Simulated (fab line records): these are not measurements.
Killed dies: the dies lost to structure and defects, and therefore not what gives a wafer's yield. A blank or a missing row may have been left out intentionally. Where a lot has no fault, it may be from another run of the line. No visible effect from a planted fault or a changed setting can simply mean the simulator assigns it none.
What tool caused it? / flow gf180mcu / 18 wafers from 6 lots sampled at 3 of the route's 602 steps

== WHAT EACH GAUGE READ, for each wafer ==
GF_VT_IMPLANT_RS_MEAS_49: uses a four-point probe to measure.
lot=L459; measured=day 7 19:29; on=film metro-03; MVPSD_RS (ohm/sq)=1170 1172 1168
lot=L462; measured=day 8 14:39; on=film metro-01; MVPSD_RS (ohm/sq)=1167 1168 1168
lot=L464; measured=day 9 03:20; on=film metro-03; MVPSD_RS (ohm/sq)=1164 1168 1165
lot=L470; measured=day 10 20:39; on=film metro-01; MVPSD_RS (ohm/sq)=1166 1162 1168
lot=L475; measured=day 12 12:30; on=film metro-01; MVPSD_RS (ohm/sq)=1168 1168 1169
lot=L477; measured=day 13 00:38; on=film metro-03; MVPSD_RS (ohm/sq)=1189 1189 1189

== WHICH TOOL RAN EACH LOT (tool, then ch and the chambers of the sampled wafers, then the start) ==
lot=L459; GF_MVPSD_IMPLANT_08=implanter-01 ch 0, day 5 06:02; GF_VT_IMPLANT_STRIP_09=plasma asher-04 ch 0,1, day 5 21:07
lot=L462; GF_MVPSD_IMPLANT_08=implanter-01 ch 0, day 5 22:59; GF_VT_IMPLANT_STRIP_09=plasma asher-04 ch 0,1, day 6 13:46
lot=L464; GF_MVPSD_IMPLANT_08=implanter-04 ch 0, day 6 10:56; GF_VT_IMPLANT_STRIP_09=plasma asher-04 ch 0,1, day 7 02:44
lot=L470; GF_MVPSD_IMPLANT_08=implanter-01 ch 0, day 7 22:29; GF_VT_IMPLANT_STRIP_09=plasma asher-01 ch 0, day 8 15:13
lot=L475; GF_MVPSD_IMPLANT_08=implanter-02 ch 0, day 9 09:07; GF_VT_IMPLANT_STRIP_09=plasma asher-01 ch 0,1, day 10 03:25
lot=L477; GF_MVPSD_IMPLANT_08=implanter-01 ch 0, day 9 20:49; GF_VT_IMPLANT_STRIP_09=plasma asher-01 ch 0,1, day 10 15:04
- GF_MVPSD_IMPLANT_08
- GF_VT_IMPLANT_STRIP_09: strips in O2/N2.

== THE ANSWER, worked out from the rows above alone ==
Rule: the lots themselves supply what counts as usual. The widest of any qualifying gaps counts: lots, ordered by their means at a reading, are off when they make up no more than a third of the lots, leave a main group of 4 or more, and stand apart from it by 3 or more times the standard deviation of that group's means. Not used: any main group whose means are identical at the precision the tables above print for the reading. Also off: a lot with no number at a reading for which 4 or more lots have one. The other lots that the step has rows for count as sound.
Off: L477, seen at GF_VT_IMPLANT_RS_MEAS_49 (MVPSD_RS). For the main group the mean is 1167 ohm/sq and the standard deviation 1.7.
A tool fits if, at a process step before that reading, it ran every lot that is off, and no sound lot after the first of them. Those tools and the gauges at GF_VT_IMPLANT_RS_MEAS_49 are tried in the same way. Can't be told from this: 3 tools fit, implanter-01 at GF_MVPSD_IMPLANT_08, plasma asher-01 at GF_VT_IMPLANT_STRIP_09, film metro-03 at GF_VT_IMPLANT_RS_MEAS_49.

== WHAT HAD BEEN PUT IN BY THE SIMULATOR ==
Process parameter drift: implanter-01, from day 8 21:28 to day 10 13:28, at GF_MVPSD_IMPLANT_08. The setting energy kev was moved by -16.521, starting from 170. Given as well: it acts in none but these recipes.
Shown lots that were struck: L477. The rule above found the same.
